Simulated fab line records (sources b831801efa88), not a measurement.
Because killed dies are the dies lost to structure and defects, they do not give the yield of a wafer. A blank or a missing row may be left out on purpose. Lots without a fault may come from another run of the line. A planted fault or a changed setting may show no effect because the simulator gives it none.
Which tool was responsible?    flow sky130    Sampling: 11 lots, 33 wafers, 6 of 708 route steps

WHAT THE GAUGES SHOWED, per wafer
SKY_LDD_N_TW_MEAS_17. Usual: for LDD_N_TW the level is 2587 and the standard deviation is 22.
lot   measured      on            LDD_N_TW                       flag
L818  day 17 12:47  filmMetro-02  2577 2558 2574                 
L819  day 18 01:42  filmMetro-02  2543 2552 2551                 
L820  day 18 12:50  filmMetro-01  2596 2602 2604                 
L821  day 18 17:11  filmMetro-02  2566 2550 2567                 
L824  day 20 03:57  filmMetro-01  2679 2665 2685 2684 2679 2691  OFF
L826  day 21 22:10  filmMetro-02  2576 2575 2573                 
L830  day 22 14:11  filmMetro-02  2661 2678 2680 2671 2680 2680  OFF
L836  day 24 15:25  filmMetro-01  2603 2595 2606                 
L838  day 25 08:53  filmMetro-03  2623 2604 2595                 
L840  day 25 18:24  filmMetro-01  2587 2596 2619                 
L841  day 25 22:11  filmMetro-01  2616 2605 2607                 

SKY_RES_XHIGH_TW_MEAS_09. Usual: for RES_XHIGH_TW the level is 1641 and the standard deviation is 9.6.
lot   measured      on            RES_XHIGH_TW    flag
L818  day 26 09:00  filmMetro-03  1655 1653 1653  
L819  day 27 03:26  filmMetro-04  1646 1636 1637  
L820  day 27 09:58  filmMetro-04  1629 1640 1633  
L821  day 27 14:31  filmMetro-01  1634 1630 1645  
L824  day 28 23:16  filmMetro-04  1642 1641 1630  
L826  day 30 11:29  filmMetro-03  1635 1644 1649  
L830  day 31 03:38  filmMetro-04  1629 1639 1638  
L836  day 33 00:12  filmMetro-01  1639 1635 1644  
L838  day 33 15:53  filmMetro-03  1667 1655 1653  
L840  day 34 00:37  filmMetro-01  1636 1627 1629  
L841  day 34 02:59  filmMetro-04  1640 1638 1632  

SKY_SD_N_RS_MEAS_18: measures by four-point-probe. Usual: for RES_XHIGH_RS the level is 333.2 ohm/sq and the standard deviation is 1.3.
lot   measured      on            RES_XHIGH_RS (ohm/sq)  flag
L818  day 27 15:03  filmMetro-04  331.1 331.0 333.0      
L819  day 28 09:01  filmMetro-01  331.5 333.4 332.1      
L820  day 28 15:29  filmMetro-04  335.6 334.0 335.2      
L821  day 28 20:21  filmMetro-03  331.8 331.5 332.8      
L824  day 30 03:30  filmMetro-03  334.6 334.2 335.7      
L826  day 31 15:38  filmMetro-04  334.8 334.3 334.4      
L830  day 32 07:03  filmMetro-04  335.4 335.4 334.8      
L836  day 34 03:52  filmMetro-01  331.4 332.1 331.6      
L838  day 34 19:19  filmMetro-03  333.0 333.6 332.8      
L840  day 35 04:08  filmMetro-03  334.6 334.0 334.9      
L841  day 35 06:26  filmMetro-03  335.2 334.6 334.2      

WHICH TOOL RAN EACH LOT (tool, then ch and the chambers of the sampled wafers, then the start)
lot   SKY_LDD_N_IMPLANT_10             SKY_LDD_N_STRIP_16                   SKY_POLY_CUT_ETCH_10
L818  implanter-04 ch 0, day 17 11:49  plasmaAsher-04 ch 0,1, day 17 12:41  rieDiel-01 ch 0,1,2, day 23 21:58
L819  implanter-02 ch 0, day 18 00:44  plasmaAsher-02 ch 0,1, day 18 01:37  rieDiel-02 ch 0,1,2, day 24 16:22
L820  implanter-04 ch 0, day 18 11:50  plasmaAsher-01 ch 0,1, day 18 12:44  rieDiel-02 ch 1,2,3, day 24 23:46
L821  implanter-01 ch 0, day 18 16:11  plasmaAsher-01 ch 1, day 18 17:05    rieDiel-02 ch 2,3, day 25 04:00
L824  implanter-01 ch 0, day 20 02:38  plasmaAsher-02 ch 0,1, day 20 03:51  rieDiel-02 ch 0,2, day 26 13:28
L826  implanter-02 ch 0, day 21 21:10  plasmaAsher-04 ch 1, day 21 22:04    rieDiel-04 ch 1,3, day 28 03:07
L830  implanter-02 ch 0, day 22 12:52  plasmaAsher-02 ch 0,1, day 22 14:05  rieDiel-01 ch 0,2,3, day 28 20:39
L836  implanter-01 ch 0, day 24 14:28  plasmaAsher-01 ch 0,1, day 24 15:19  rieDiel-04 ch 1,2, day 30 16:55
L838  implanter-04 ch 0, day 25 07:55  plasmaAsher-02 ch 0,1, day 25 08:48  rieDiel-02 ch 0,1,2, day 31 09:51
L840  implanter-04 ch 0, day 25 17:24  plasmaAsher-02 ch 0,1, day 25 18:18  rieDiel-04 ch 1,3, day 31 18:40
L841  implanter-02 ch 0, day 25 21:11  plasmaAsher-04 ch 0,1, day 25 22:05  rieDiel-04 ch 0,3, day 31 21:01
- SKY_LDD_N_IMPLANT_10
- SKY_LDD_N_STRIP_16: strips in O2/N2.
- SKY_POLY_CUT_ETCH_10: etches BARC in N2/H2, stops on SiO2, time 45.9 s, target depth 60 nm.

WHAT THE TOOLS THEMSELVES READ (means of the sampled wafers that have a number; where no wafer has one, the mark that the record gives instead)
SKY_LDD_N_STRIP_16. Usual: drypumpMotorCurrentA 5.6 A, standard deviation 0.4; oesProductAu 0.407 a.u., standard deviation 0.0044; stripTimeToEndpointS 4.322 s, standard deviation 0.015.
lot   tool            drypumpMotorCurrentA (A)  oesProductAu (a.u.)  stripTimeToEndpointS (s)  flag
L818  plasmaAsher-04  5.9                       0.408                4.323                     
L819  plasmaAsher-02  5.5                       0.404                4.315                     
L820  plasmaAsher-01  5.6                       0.407                4.333                     
L821  plasmaAsher-01  5.7                       0.403                4.315                     
L824  plasmaAsher-02  5.6                       0.410                4.525                     OFF
L826  plasmaAsher-04  5.0                       0.407                4.327                     
L830  plasmaAsher-02  5.6                       0.410                4.532                     OFF
L836  plasmaAsher-01  5.6                       0.406                4.334                     
L838  plasmaAsher-02  5.6                       0.411                4.315                     
L840  plasmaAsher-02  5.5                       0.407                4.345                     
L841  plasmaAsher-04  5.9                       0.406                4.326                     

SKY_POLY_CUT_ETCH_10. Usual: drypumpMotorCurrentA 5.6 A, standard deviation 0.45; oesProductAu 0.856 a.u., standard deviation 0.0044; rfFwdPowerW 494.3 W, standard deviation 2.4; throttleValvePct 13.224 %, standard deviation 0.0096.
lot   tool        drypumpMotorCurrentA (A)  oesProductAu (a.u.)  rfFwdPowerW (W)  throttleValvePct (%)  flag
L818  rieDiel-01  5.6                       0.855                495.2            13.220                
L819  rieDiel-02  6.1                       0.860                494.3            13.217                
L820  rieDiel-02  5.9                       0.855                495.6            13.220                
L821  rieDiel-02  6.1                       0.855                494.0            13.233                
L824  rieDiel-02  6.4                       0.852                491.7            13.219                
L826  rieDiel-04  5.8                       0.854                496.0            13.223                
L830  rieDiel-01  5.5                       0.854                496.7            13.219                
L836  rieDiel-04  5.6                       0.856                493.9            13.227                
L838  rieDiel-02  6.1                       0.854                492.8            13.226                
L840  rieDiel-04  5.8                       0.859                495.7            13.234                
L841  rieDiel-04  5.0                       0.857                492.7            13.218                

THE ANSWER, worked out from the rows above alone
Rule: a lot counts as off when the mean over its wafers that have a number is more than 3 standard deviations away from the usual mean. Also off: a lot with no number at a reading for which 4 or more lots have one. The other lots that the step has rows for count as sound. The gauges are gone through in route order, then the tools' own readings, and for those a lot's mean is taken as printed above. The first step at which some lot is off is used, and at that step the reading that is off furthest; a lot without a number counts as furthest.
Off: L824, L830, seen at SKY_LDD_N_TW_MEAS_17 (LDD_N_TW).
If a tool, at a process step before that reading, ran all the lots that are off and no sound lot after the first of them, it fits. Not tried: the gauges at SKY_LDD_N_TW_MEAS_17; whatever is off there is also off at SKY_LDD_N_STRIP_16, on other tools, and gauge error can't account for it. None of those tried fits.

WHAT WAS PUT IN BY THE SIMULATOR
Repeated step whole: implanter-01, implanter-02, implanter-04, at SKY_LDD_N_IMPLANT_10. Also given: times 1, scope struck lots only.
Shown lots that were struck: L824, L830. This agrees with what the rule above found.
